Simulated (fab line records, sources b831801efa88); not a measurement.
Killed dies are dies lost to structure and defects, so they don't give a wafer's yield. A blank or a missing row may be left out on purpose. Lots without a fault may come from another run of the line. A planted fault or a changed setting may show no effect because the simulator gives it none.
Which tool did it? | flow sfq_line | 15 lots, 45 wafers sampled, at 5 steps of a route of 325

WHAT THE GAUGES READ, wafer by wafer
SFQ_M0_RS_MEAS_904: measures by four-point-probe.
lot  | measured     | on            | M0_NB_RS (ohm/sq)
L392 | day 5 00:08  | film_metro-02 | 0.873 0.880 0.875
L394 | day 5 06:09  | film_metro-02 | 0.902 0.899 0.895
L395 | day 5 14:34  | film_metro-02 | 0.889 0.889 0.888
L396 | day 5 19:20  | film_metro-03 | 0.893 0.904 0.890
L397 | day 6 03:47  | film_metro-03 | 0.897 0.898 0.894
L398 | day 6 09:47  | film_metro-03 | 0.887 0.887 0.897
L399 | day 6 14:33  | film_metro-02 | 0.888 0.884 0.889
L400 | day 6 19:21  | film_metro-03 | 0.883 0.893 0.880
L401 | day 7 06:56  | film_metro-02 | 0.901 0.912 0.897
L402 | day 7 09:17  | film_metro-02 | 0.902 0.903 0.897
L403 | day 9 09:16  | film_metro-03 | 0.873 0.879 0.875
L405 | day 9 20:40  | film_metro-03 | 0.878 0.874 0.878
L412 | day 11 07:35 | film_metro-03 | 0.964 0.967 0.966
L414 | day 11 23:12 | film_metro-04 | 0.976 0.992 0.983
L415 | day 12 05:48 | film_metro-04 | 0.954 0.968 0.961

SFQ_M0_OVL_MEAS_906.
lot  | measured     | on         | M0_OVL (nm)
L392 | day 5 14:50  | overlay-02 | 2 3 -1
L394 | day 5 22:02  | overlay-01 | 5 5 2
L395 | day 6 05:15  | overlay-01 | 5 4 7
L396 | day 6 15:59  | overlay-01 | -2 0 -3
L397 | day 7 02:55  | overlay-02 | 1 1 8
L398 | day 7 08:55  | overlay-01 | 1 -6 -3
L399 | day 7 13:42  | overlay-02 | -7 -8 -8
L400 | day 7 18:30  | overlay-01 | -8 -10 -4
L401 | day 8 02:55  | overlay-01 | -5 -3 -4
L402 | day 8 06:29  | overlay-01 | -1 -2 0
L403 | day 10 01:56 | overlay-01 | 6 -1 5
L405 | day 10 15:08 | overlay-01 | 2 3 5
L412 | day 12 19:28 | overlay-02 | 4 -4 -1
L414 | day 13 09:53 | overlay-02 | 3 2 1
L415 | day 13 14:47 | overlay-02 | 5 2 7

SFQ_M1_OVL_MEAS_911.
lot  | measured     | on         | M1_OVL (nm)
L392 | day 15 07:56 | overlay-01 | 3 7 2
L394 | day 15 20:03 | overlay-02 | 0 -6 -1
L395 | day 15 23:40 | overlay-01 | 0 0 2
L396 | day 16 07:50 | overlay-02 | 0 -3 -2
L397 | day 16 17:31 | overlay-01 | 0 1 2
L398 | day 16 22:18 | overlay-02 | 2 4 6
L399 | day 18 04:34 | overlay-02 | -2 -6 2
L400 | day 18 09:22 | overlay-02 | 2 2 3
L401 | day 18 18:59 | overlay-02 | -7 -9 -4
L402 | day 18 23:46 | overlay-01 | 2 4 -1
L403 | day 20 22:34 | overlay-02 | -3 -2 -3
L405 | day 22 00:59 | overlay-01 | 7 5 9
L412 | day 25 15:58 | overlay-02 | 0 -2 1
L414 | day 26 06:23 | overlay-02 | -4 -2 -8
L415 | day 26 12:23 | overlay-01 | -3 -4 4

WHICH TOOL RAN EACH LOT (tool, then ch and the chambers of the sampled wafers, then the start)
lot  | SFQ_TRILAYER_M0_DEP_SPUTTER_019 | SFQ_TRILAYER_M0_ETCH_METAL_ETCH_024
L392 | pvd_sputter-06, day 5 00:02     | rie_metal-02 ch 0,1, day 5 14:56
L394 | pvd_sputter-03, day 5 06:02     | rie_metal-04 ch 0,1, day 5 22:08
L395 | pvd_sputter-04, day 5 14:26     | rie_metal-02 ch 0,1, day 6 05:23
L396 | pvd_sputter-04, day 5 19:14     | rie_metal-03 ch 0,1, day 6 16:05
L397 | pvd_sputter-03, day 6 03:38     | rie_metal-02 ch 0,1, day 7 03:02
L398 | pvd_sputter-03, day 6 09:40     | rie_metal-03 ch 0,1, day 7 09:02
L399 | pvd_sputter-04, day 6 14:26     | rie_metal-03 ch 0,1, day 7 13:47
L400 | pvd_sputter-04, day 6 19:14     | rie_metal-03 ch 0,1, day 7 18:35
L401 | pvd_sputter-03, day 7 06:47     | rie_metal-03 ch 0,1, day 8 03:02
L402 | pvd_sputter-04, day 7 09:11     | rie_metal-03 ch 1, day 8 06:35
L403 | pvd_sputter-03, day 9 09:10     | rie_metal-04 ch 0,1, day 10 02:01
L405 | pvd_sputter-03, day 9 20:32     | rie_metal-04 ch 0,1, day 10 15:16
L412 | pvd_sputter-03, day 11 07:29    | rie_metal-03 ch 0,1, day 12 19:34
L414 | pvd_sputter-03, day 11 23:05    | rie_metal-04 ch 0,1, day 13 09:58
L415 | pvd_sputter-03, day 12 05:41    | rie_metal-03 ch 0,1, day 13 14:53
- SFQ_TRILAYER_M0_DEP_SPUTTER_019: material Nb, target thk 200 nm, time 133.3 s.
- SFQ_TRILAYER_M0_ETCH_METAL_ETCH_024: etches Nb in Cl2/Ar, stops on SiO2, target depth 240 nm, time 120 s.

WHAT THE TOOLS THEMSELVES READ (means of the sampled wafers that have a number; where no wafer has one, the mark that the record gives instead)
SFQ_TRILAYER_M0_DEP_SPUTTER_019.
lot  | tool           | base_pressure_pa (Pa) | chamber_pressure_pa (Pa) | throttle_valve_pct (%)
L392 | pvd_sputter-06 | 1.30e-06              | 0.13342                  | 29.5
L394 | pvd_sputter-03 | 1.35e-06              | 0.13296                  | 31.1
L395 | pvd_sputter-04 | 1.29e-06              | 0.13307                  | 29.7
L396 | pvd_sputter-04 | 1.29e-06              | 0.13324                  | 30.3
L397 | pvd_sputter-03 | 1.39e-06              | 0.13331                  | 31.6
L398 | pvd_sputter-03 | 1.30e-06              | 0.13324                  | 31.5
L399 | pvd_sputter-04 | 1.38e-06              | 0.13298                  | 30.5
L400 | pvd_sputter-04 | 1.31e-06              | 0.13333                  | 30.2
L401 | pvd_sputter-03 | 1.34e-06              | 0.13316                  | 31.1
L402 | pvd_sputter-04 | 1.32e-06              | 0.13301                  | 29.9
L403 | pvd_sputter-03 | 1.21e-06              | 0.13312                  | 30.0
L405 | pvd_sputter-03 | 1.30e-06              | 0.13330                  | 30.0
L412 | pvd_sputter-03 | 1.29e-06              | 0.13348                  | 30.2
L414 | pvd_sputter-03 | 1.28e-06              | 0.13323                  | 31.1
L415 | pvd_sputter-03 | 1.30e-06              | 0.13321                  | 30.6

SFQ_TRILAYER_M0_ETCH_METAL_ETCH_024.
lot  | tool         | chamber_pressure_mTorr (mTorr) | drypump_motor_current_A (A) | he_backside_leak_sccm (sccm) | oes_product_au (a.u.)
L392 | rie_metal-02 | 10.001                         | 5.9                         | 3.50                         | 0.906
L394 | rie_metal-04 | 10.018                         | 5.2                         | 3.57                         | 0.888
L395 | rie_metal-02 | 10.003                         | 5.9                         | 3.48                         | 0.893
L396 | rie_metal-03 | 9.999                          | 5.7                         | 3.50                         | 0.894
L397 | rie_metal-02 | 10.000                         | 6.1                         | 3.57                         | 0.900
L398 | rie_metal-03 | 9.997                          | 5.3                         | 3.34                         | 0.892
L399 | rie_metal-03 | 9.992                          | 5.7                         | 3.42                         | 0.895
L400 | rie_metal-03 | 9.999                          | 5.3                         | 3.55                         | 0.896
L401 | rie_metal-03 | 9.989                          | 5.7                         | 3.35                         | 0.884
L402 | rie_metal-03 | 9.993                          | 5.0                         | 3.02                         | 0.889
L403 | rie_metal-04 | 10.008                         | 5.1                         | 3.56                         | 0.905
L405 | rie_metal-04 | 10.000                         | 5.1                         | 3.54                         | 0.900
L412 | rie_metal-03 | 9.994                          | 5.3                         | 3.33                         | 0.855
L414 | rie_metal-04 | 10.001                         | 5.2                         | 3.64                         | 0.846
L415 | rie_metal-03 | 10.002                         | 5.7                         | 3.36                         | 0.859

THE ANSWER, worked out from the rows above alone
Rule: what is usual is taken from the lots themselves. Put in order of their means at a reading, lots are off if they are a third of the lots or fewer, leave a main group of 4 or more, and stand apart from it by a gap of 3 or more times the standard deviation of the main group's means; of several such gaps the widest counts. A main group whose means are all the same, to the digits that the tables above print for the reading, isn't used. A lot without any number at a reading at which 4 lots or more have one is off too. The other lots that the step has rows for count as sound. The gauges are gone through in route order, then the tools' own readings, and for those a lot's mean is taken as printed above. The first step at which some lot is off is used, and at that step the reading that is off furthest; a lot without a number counts as furthest.
Off: L412, L414, L415, at SFQ_M0_RS_MEAS_904 (M0_NB_RS). The main group: mean 0.890 ohm/sq, standard deviation 0.0093.
A tool fits if, at a process step before that reading, it ran every lot that is off, and no sound lot after the first of them. The gauges at SFQ_M0_RS_MEAS_904 aren't tried: what is off there is off at SFQ_TRILAYER_M0_ETCH_METAL_ETCH_024 too, on other tools, and a gauge's error can't cause that. One fits: pvd_sputter-03 at SFQ_TRILAYER_M0_DEP_SPUTTER_019. Its last sound lot is L405 (day 9 20:32), its first lot that is off L412 (day 11 07:29): a fault that began between those two fits.

WHAT THE SIMULATOR HAD PUT IN
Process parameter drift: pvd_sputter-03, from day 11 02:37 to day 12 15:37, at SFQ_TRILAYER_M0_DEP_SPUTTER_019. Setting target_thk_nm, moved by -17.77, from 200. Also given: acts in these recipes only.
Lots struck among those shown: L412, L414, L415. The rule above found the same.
